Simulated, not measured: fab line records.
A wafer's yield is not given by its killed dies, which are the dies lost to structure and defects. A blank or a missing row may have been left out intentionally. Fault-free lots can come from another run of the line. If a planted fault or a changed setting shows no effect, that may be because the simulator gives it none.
2 desks, one fault | flow sky130 | each desk has only its own numbers; what lay behind them comes last

## METROLOGY DESK
Means of the sampled wafers that have a number, per lot and without regard to the tool the lot ran on: this is what the gauges read. If a lot's mean is further than 4 standard deviations from the usual mean, the lot is out of limits and carries the mark OUT (the distance appears in the brackets).
Columns: A = SD_P_OVL at SKY_SD_P_OVL_MEAS_08, usual 0.4 nm; B = METAL1_ALCU_RS at SKY_METAL1_RS_MEAS_05, usual 0.1252 ohm/sq
lot  | first seen here | A               | B
L107 | day 26 07:01    | -0.3            | 0.1250
L109 | day 27 21:41    | 1.1             | 0.1257
L110 | day 27 22:26    | -0.5            | 0.1247
L111 | day 28 01:23    | -0.8            | 0.1243
L113 | day 28 08:39    | 0.0             | 0.1259
L115 | day 29 03:14    | 1.0             | 0.1260
L118 | day 30 06:34    | -97.2 (-89) OUT | 0.1256
L119 | day 30 09:02    | -96.5 (-88) OUT | 0.1266
L121 | day 31 00:50    | -96.6 (-88) OUT | 0.1269
L122 | day 31 04:07    | -95.5 (-87) OUT | 0.1233
L127 | day 32 19:05    | -0.7            | 0.1260
L128 | day 33 03:59    | 1.1             | 0.1262
Per this desk, out of limits: L118, L119, L121, L122; the first was L118, day 30 06:34 (SD_P_OVL at SKY_SD_P_OVL_MEAS_08). In limits: L107, L109, L110, L111, L113, L115, L127, L128.

## FOR THE TOOL OWNER'S DESK: iline stepper-02
The tool's own readings at SKY_SD_P_EXPOSE_04 (exposes mask PSDM, target cd 380 nm): means of the sampled wafers that have a number, for each lot that ran on this tool. If a lot's mean is further than 4 standard deviations from the usual mean, the lot is out of limits and carries the mark OUT (the distance appears in the brackets).
Columns: A = focus offset nm at SKY_SD_P_EXPOSE_04, usual -0.1 nm
lot  | first seen here | A
L111 | day 27 12:06    | 0.3
L113 | day 27 18:56    | -0.4
L115 | day 28 13:39    | -0.3
L118 | day 29 17:00    | -0.0
L119 | day 29 19:39    | 0.7
L121 | day 30 10:19    | 0.0
L122 | day 30 13:10    | -0.1
This desk's finding: nothing out of limits on any of the 7 lots.

## PUT TOGETHER
On L118, L119, L121, L122, the metrology desk was in a position to raise an alarm at day 30 06:34.
Nothing out of limits was seen by the tool owner's desk.
The tool owner's desk has L118, L119, L121, L122 on record, within its limits.
The lots listed all ran SKY_SD_P_EXPOSE_04 on iline stepper-02.

## WHAT THE SIMULATOR HAD INSERTED
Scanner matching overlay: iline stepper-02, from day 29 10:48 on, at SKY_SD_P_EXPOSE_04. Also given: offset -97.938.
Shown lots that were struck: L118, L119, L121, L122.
Hours from the fault's start to each desk's first reading out of limits: the metrology desk, 20.
